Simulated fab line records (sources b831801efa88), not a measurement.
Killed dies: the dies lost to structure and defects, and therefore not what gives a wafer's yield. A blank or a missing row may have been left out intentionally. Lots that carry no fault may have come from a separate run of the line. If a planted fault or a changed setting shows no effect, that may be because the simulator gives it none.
A single fault, viewed from 2 desks    flow gf180mcu    each desk holds nothing but its own numbers, with what lay behind them at the end

## AT THE TOOL OWNER'S DESK: implanter-04
GF_HV_LDD_IMPLANT_33, tool's own readings: per-lot mean of the sampled wafers with a number, covering each lot this tool ran. Any lot whose mean is over 4 standard deviations away from the usual mean is out of limits and marked OUT; that distance is given in the brackets.
Columns: A = rotationDeg at GF_HV_LDD_IMPLANT_33, usual 0.003 degrees
lot   first seen here  A
L256  day 11 20:49     0.020
L259  day 12 08:26     0.003
L262  day 13 12:05     -75.024 (-99 or more) OUT
L263  day 13 17:25     -75.001 (-99 or more) OUT
L275  day 18 02:53     0.042
L277  day 18 07:33     0.010
L276  day 18 11:19     -0.009
L278  day 19 00:49     -0.029
This desk's finding: out of limits on L262, L263; first on L262, day 13 12:05 (rotationDeg at GF_HV_LDD_IMPLANT_33). L256, L259, L275, L277, L276, L278 stayed within limits.

## FROM THE METROLOGY DESK
Means of the sampled wafers that have a number, per lot and without regard to the tool the lot ran on: this is what the gauges read. Any lot whose mean is over 4 standard deviations away from the usual mean is out of limits and marked OUT; that distance is given in the brackets.
Columns: A = cdNm at GF_POLY_GATE_CD_MEAS_18, usual 280.0 nm; B = HV_LDD_2_TW at GF_HV_LDD_TW_MEAS_23, usual 1056
lot   first seen here  A      B
L256  day 9 13:40      279.4  1052
L257  day 9 17:15      282.0  1058
L259  day 10 00:18     278.3  1062
L262  day 11 01:38     279.1  1062
L263  day 11 06:43     282.9  1058
L268  day 12 23:25     280.7  1048
L273  day 14 11:23     278.0  1049
L272  day 14 13:16     279.4  1050
L274  day 15 01:37     278.3  1047
L275  day 15 07:56     280.5  1061
L277  day 15 11:13     280.6  1060
L276  day 15 14:46     279.4  1062
L278  day 16 03:34     278.7  1058
L279  day 16 09:03     281.2  1061
This desk's finding: nothing out of limits on any of the 14 lots.

## ALL TOGETHER
On L262, L263, at day 13 12:05, an alarm was possible from the tool owner's desk.
Metrology desk: nothing out of limits seen.
The metrology desk has L262, L263 on record, within its limits.
Of the lots named, all ran GF_HV_LDD_IMPLANT_33 on implanter-04.

## WHAT THE SIMULATOR HAD INSERTED
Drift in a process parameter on implanter-04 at GF_HV_LDD_IMPLANT_33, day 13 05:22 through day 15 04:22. Setting rotationDeg, moved by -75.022, from 0. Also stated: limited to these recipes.
Lots struck among those shown: L262, L263.
How many hours passed from the start of the fault until each desk's first out-of-limits reading: the tool owner's desk, 7.
